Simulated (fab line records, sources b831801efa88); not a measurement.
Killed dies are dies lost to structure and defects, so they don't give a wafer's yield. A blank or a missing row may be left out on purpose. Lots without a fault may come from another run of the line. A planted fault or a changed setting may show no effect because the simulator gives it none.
Chamber matching | flow sky130 | SKY_VIA1_CMP_24 on cmp-01: 4 sister chambers
The step polishes, stops on SiO2, t overpolish 15 s, target thk 0 nm. 8 wafers are shown with their chamber, then 7 later ones without.

WAFERS WITH THEIR CHAMBER
wafer  | chamber | motor_current_A (A) | time_to_endpoint_s (s)
L723.1 | 3       | 12.0                | 62.2
L723.2 | 0       | 12.1                | 60.0
L729.6 | 1       | 11.1                | 65.2
L730.1 | 0       | 11.7                | 66.3
L730.4 | 2       | 11.7                | 61.4
L730.5 | 3       | 11.2                | 64.5
L732.1 | 2       | 12.3                | 68.5
L732.3 | 1       | 11.2                | 65.3

WAFERS WITHOUT THEIR CHAMBER
wafer  | motor_current_A (A) | time_to_endpoint_s (s)
L732.6 | 11.2                | 65.6
L739.1 | 11.6                | 64.7
L739.2 | 11.7                | 66.7
L739.4 | 11.6                | 67.6
L744.3 | 11.4                | 63.9
L744.4 | 11.5                | 65.8
L744.5 | 11.4                | 60.9

WHICH CHAMBER EACH WENT THROUGH
wafer  | from the rows above               | in truth
L732.6 | can't be placed: 1 or 3 or 0 or 2 | 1
L739.1 | can't be placed: 3 or 0 or 2 or 1 | 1
L739.2 | can't be placed: 2 or 3 or 0 or 1 | 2
L739.4 | can't be placed: 3 or 2 or 1 or 0 | 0
L744.3 | can't be placed: 3 or 1 or 0 or 2 | 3
L744.4 | can't be placed: 3 or 1 or 0 or 2 | 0
L744.5 | can't be placed: 3 or 1 or 0 or 2 | 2
Placed correctly: 0 of 7. Can't be placed from these rows: 7 (the true chamber is among the candidates in 7). Placed wrongly: 0.
How it was worked out, from the rows above alone: a wafer's distance from a chamber is the root of the sum, over the readings, of the square of ((its reading less the chamber's mean) divided by the reading's scatter). The wafer belongs to the nearest chamber; if the next one is less than 2 further off, it can't be placed. A chamber's mean is the mean of its shown wafers. The scatter: the root of (the sum of the squares of (reading less its chamber's mean) over the shown wafers, divided by (wafers less chambers)).
